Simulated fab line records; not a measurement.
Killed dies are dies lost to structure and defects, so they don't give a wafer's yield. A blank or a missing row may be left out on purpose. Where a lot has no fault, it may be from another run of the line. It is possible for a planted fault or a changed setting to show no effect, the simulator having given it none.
Struck lot and sound lot, side by side	flow sky130	31 steps out of a route of 708
Sound: these wafers, L775.1, L775.3, L775.5. The struck wafers were L784.1, L784.4, L784.6. The cause is given at the end.
Each step with rows lists, per side, the tool, then ch with its chambers, then its first start. Under that, the readings that differ: sound wafers	struck wafers	difference of the means	sigmas: that difference in standard deviations of wafers without a fault.
alike: a reading whose means differ by less than 2 such deviations, as well as words and numbers matching on both sides. not compared: withheld readings; readings where some wafer has no value; bounds like >300 that might hide an equal value; numbers whose values overlap and for which the record gives no deviation.
The two part at a step that has a row with sigmas, a row that says differs or no value, or rows on one side only. Numbers that have no deviation but don't overlap get no sigmas and don't part them. A reading missing from all wafers of one side parts the sides only when that side holds two or more wafers.

first, 1 step without rows for these wafers: SKY_NWELL_IMPLANT_13.
SKY_NWELL_STRIP_14: strips in O2/N2.
  sound on plasma asher-04 ch 0, day 6 03:39; struck on plasma asher-01 ch 0,1, day 8 06:03
  alike: chamber pressure mTorr, drypump motor current A, oes product au, strip time to endpoint s
  not compared: rf hours counter h
SKY_NWELL_TW_MEAS_15:
  struck on film metro-01, day 8 06:09; sound on film metro-01, day 6 03:45
  alike: NWELL_TW
then, 7 steps without rows for these wafers: SKY_NWELL_DEHYDRATE_16 (time 60 s); SKY_NWELL_HMDS_17 (prime time 60 s); SKY_NWELL_COAT_18 (resist thk 3000 nm); SKY_NWELL_SOFTBAKE_19; SKY_NWELL_EXPOSE_20 (exposes mask NWM COMPLEMENT, target cd 840 nm); SKY_NWELL_PEB_21; SKY_NWELL_DEVELOP_22 (develop time 60 s).
SKY_NWELL_OVL_MEAS_23:
  struck on overlay-02, day 9 02:46; sound on overlay-01, day 6 22:25
  alike: NWELL_01_OVL
following that, these wafers have no rows for 1 step: SKY_NWELL_IMPLANT_24.
SKY_NWELL_STRIP_25: strips in O2/N2.
  sound on plasma asher-02 ch 0,1, day 6 22:36; struck on plasma asher-02 ch 0,1, day 9 02:57
  no value came back on the struck wafers for chamber pressure mTorr (mTorr), drypump motor current A (A), oes product au (a.u.), strip time to endpoint s (s); on the sound wafers chamber pressure mTorr (mTorr) reads 1499.6 1498.6 1499.2
reading	sound	struck	difference	sigmas
model.coat_of_NWELL_COAT_18.thk nm (nm)	0 0 0	3002 3002 3009	+3004	
  not compared: rf hours counter h
SKY_NWELL_TW_MEAS_26:
  struck on film metro-03, day 9 03:03; sound on film metro-04, day 6 22:42
  alike: NWELL_2_TW
then, 1 step without rows for these wafers: SKY_NWELL_CLEAN_27 (cleans in SC1/SC2, time 150 s).
SKY_NWELL_RTA_28: time 30 s.
  sound on rtp anneal-01 ch 0, day 6 22:49; struck on rtp anneal-01 ch 0, day 9 03:10
  alike: lamp power pct, ramp up c per s, wafer_temp_C_max
SKY_NWELL_RS_MEAS_29: a four-point-probe measurement.
  struck on film metro-03, day 9 03:16; sound on film metro-01, day 6 22:55
reading	sound	struck	difference	sigmas
NWELL_RS (ohm/sq)	626.0 625.9 628.5	623.2 623.3 622.5	-3.8	-3
SKY_NWELL_RS_MEAS_31: a four-point-probe measurement.
  struck on film metro-03, day 9 03:30; sound on film metro-01, day 6 23:09
  alike: PWDE_RS
then, 7 steps without rows for these wafers: SKY_VT_ADJUST_HVTP_DEHYDRATE_00 (time 60 s); SKY_VT_ADJUST_HVTP_HMDS_01 (prime time 60 s); SKY_VT_ADJUST_HVTP_COAT_02 (resist thk 1140 nm); SKY_VT_ADJUST_HVTP_SOFTBAKE_03 (time 60 s); SKY_VT_ADJUST_HVTP_EXPOSE_04 (exposes mask HVTPM, target cd 380 nm); SKY_VT_ADJUST_HVTP_PEB_05; SKY_VT_ADJUST_HVTP_DEVELOP_06 (develop time 60 s).
SKY_VT_ADJUST_HVTP_CD_MEAS_07 targets a cd of 380 nm.
  struck on cd sem-01, day 10 01:07; sound on cd sem-02, day 7 17:22
  alike: cd nm
SKY_VT_ADJUST_HVTP_OVL_MEAS_08:
  struck on overlay-02, day 10 01:14; sound on overlay-01, day 7 17:29
  alike: VT_ADJUST_HVTP_OVL
following that, these wafers have no rows for 1 step: SKY_VT_ADJUST_HVTP_IMPLANT_09.
SKY_VT_ADJUST_HVTP_STRIP_10: strips in O2/N2.
  sound on plasma asher-04 ch 0,1, day 7 17:40; struck on plasma asher-02 ch 0,1, day 10 01:26
reading	sound	struck	difference	sigmas
oes product au (a.u.)	0.710 0.706 0.714	0.728 0.735 0.736	+0.023	+5
strip time to endpoint s (s)	14.20 14.23 14.24	58.80 58.79 58.89	+44.60	+99 or more
  alike: chamber pressure mTorr, drypump motor current A
  not compared: rf hours counter h
SKY_VT_ADJUST_HVTP_TW_MEAS_11:
  struck on film metro-04, day 10 01:32; sound on film metro-04, day 7 17:46
reading	sound	struck	difference	sigmas
VT_ADJUST_HVTP_TW	1347 1356 1362	30 30 30	-1325	-99 or more
then, 1 step without rows for these wafers: SKY_VT_ADJUST_LVTN_DEHYDRATE_00 (time 60 s).

## WHERE THEY PART
Earliest at SKY_NWELL_STRIP_25; latest, in this record, at SKY_VT_ADJUST_HVTP_TW_MEAS_11.

WHY: what the simulator had put in
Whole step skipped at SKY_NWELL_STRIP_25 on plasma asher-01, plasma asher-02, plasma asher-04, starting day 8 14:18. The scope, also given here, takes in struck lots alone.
